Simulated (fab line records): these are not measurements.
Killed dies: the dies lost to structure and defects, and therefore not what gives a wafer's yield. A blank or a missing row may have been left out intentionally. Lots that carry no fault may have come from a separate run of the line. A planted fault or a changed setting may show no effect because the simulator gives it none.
Chamber matching :: flow sky130 :: 4 sister chambers for SKY_FIELD_ISO_ETCH_17 on rie_si-01
The step etches Si in HBr/Cl2/O2, target depth 342 nm, time 97.7 s. 14 wafers are shown with their chamber, then 7 later ones without.

## EACH WAFER AND ITS CHAMBER
wafer: L995.1
chamber: 0
drypump_motor_current_A (A): 5.3
oes_product_au (a.u.): 0.999
rf_fwd_power_W (W): 594.1

wafer: L995.3
chamber: 2
drypump_motor_current_A (A): 6.2
oes_product_au (a.u.): 1.008
rf_fwd_power_W (W): 597.8

wafer: L995.5
chamber: 2
drypump_motor_current_A (A): 6.2
oes_product_au (a.u.): 0.997
rf_fwd_power_W (W): 598.0

wafer: L997.3
chamber: 2
drypump_motor_current_A (A): 6.2
oes_product_au (a.u.): 0.996
rf_fwd_power_W (W): 593.9

wafer: L997.4
chamber: 1
drypump_motor_current_A (A): 5.4
oes_product_au (a.u.): 1.010
rf_fwd_power_W (W): 593.8

wafer: L997.5
chamber: 1
drypump_motor_current_A (A): 5.4
oes_product_au (a.u.): 1.016
rf_fwd_power_W (W): 596.5

wafer: L104.4
chamber: 3
drypump_motor_current_A (A): 6.1
oes_product_au (a.u.): 1.006
rf_fwd_power_W (W): 596.6

wafer: L104.5
chamber: 3
drypump_motor_current_A (A): 6.0
oes_product_au (a.u.): 1.008
rf_fwd_power_W (W): 594.3

wafer: L104.6
chamber: 2
drypump_motor_current_A (A): 6.2
oes_product_au (a.u.): 0.998
rf_fwd_power_W (W): 598.7

wafer: L105.1
chamber: 3
drypump_motor_current_A (A): 6.0
oes_product_au (a.u.): 1.007
rf_fwd_power_W (W): 597.8

wafer: L105.2
chamber: 1
drypump_motor_current_A (A): 5.4
oes_product_au (a.u.): 1.005
rf_fwd_power_W (W): 597.8

wafer: L105.3
chamber: 0
drypump_motor_current_A (A): 5.3
oes_product_au (a.u.): 1.007
rf_fwd_power_W (W): 593.5

wafer: L109.2
chamber: 1
drypump_motor_current_A (A): 5.4
oes_product_au (a.u.): 1.013
rf_fwd_power_W (W): 598.1

wafer: L109.3
chamber: 2
drypump_motor_current_A (A): 6.2
oes_product_au (a.u.): 1.003
rf_fwd_power_W (W): 596.1

SIGNATURES, as means of the wafers listed above
reading: drypump_motor_current_A
chamber 0: 5.300
chamber 1: 5.400
chamber 2: 6.200
chamber 3: 6.033
scatter within a chamber: 0.0258

reading: oes_product_au
chamber 0: 1.00300
chamber 1: 1.01100
chamber 2: 1.00040
chamber 3: 1.00700
scatter within a chamber: 0.00449

reading: rf_fwd_power_W
chamber 0: 593.800
chamber 1: 596.550
chamber 2: 596.900
chamber 3: 596.233
scatter within a chamber: 1.81
Rule: a wafer lies at a distance from a chamber equal to the root of the sum of squares, over the readings, of (its reading less the chamber's mean, divided by the reading's scatter). If the next closest chamber is less than 2 further off than the closest, the wafer can't be placed; otherwise it belongs to the closest. How the scatter is found: for the shown wafers, subtract from each reading the mean of its chamber, square and add these, divide the total by (wafers less chambers), then take the root.

## WAFERS MISSING THEIR CHAMBER
wafer: L109.4
drypump_motor_current_A (A): 6.1
oes_product_au (a.u.): 1.014
rf_fwd_power_W (W): 600.1

wafer: L112.2
drypump_motor_current_A (A): 5.3
oes_product_au (a.u.): 1.011
rf_fwd_power_W (W): 593.9

wafer: L112.5
drypump_motor_current_A (A): 6.1
oes_product_au (a.u.): 1.005
rf_fwd_power_W (W): 596.8

wafer: L112.6
drypump_motor_current_A (A): 5.3
oes_product_au (a.u.): 1.008
rf_fwd_power_W (W): 593.7

wafer: L114.2
drypump_motor_current_A (A): 6.2
oes_product_au (a.u.): 0.999
rf_fwd_power_W (W): 594.5

wafer: L114.3
drypump_motor_current_A (A): 6.0
oes_product_au (a.u.): 1.013
rf_fwd_power_W (W): 596.6

wafer: L114.4
drypump_motor_current_A (A): 5.4
oes_product_au (a.u.): 1.020
rf_fwd_power_W (W): 597.3

## THE CHAMBER EACH PASSED THROUGH
wafer: L109.4
from the rows above: can't be placed: 3 or 2
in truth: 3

wafer: L112.2
from the rows above: 0
in truth: 0

wafer: L112.5
from the rows above: can't be placed: 3 or 2
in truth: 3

wafer: L112.6
from the rows above: 0
in truth: 0

wafer: L114.2
from the rows above: 2
in truth: 2

wafer: L114.3
from the rows above: 3
in truth: 3

wafer: L114.4
from the rows above: 1
in truth: 1
Placed correctly: 5 of 7. Not placeable from these rows: 2 (in 2, the candidates include the true chamber). Placed wrongly: 0.
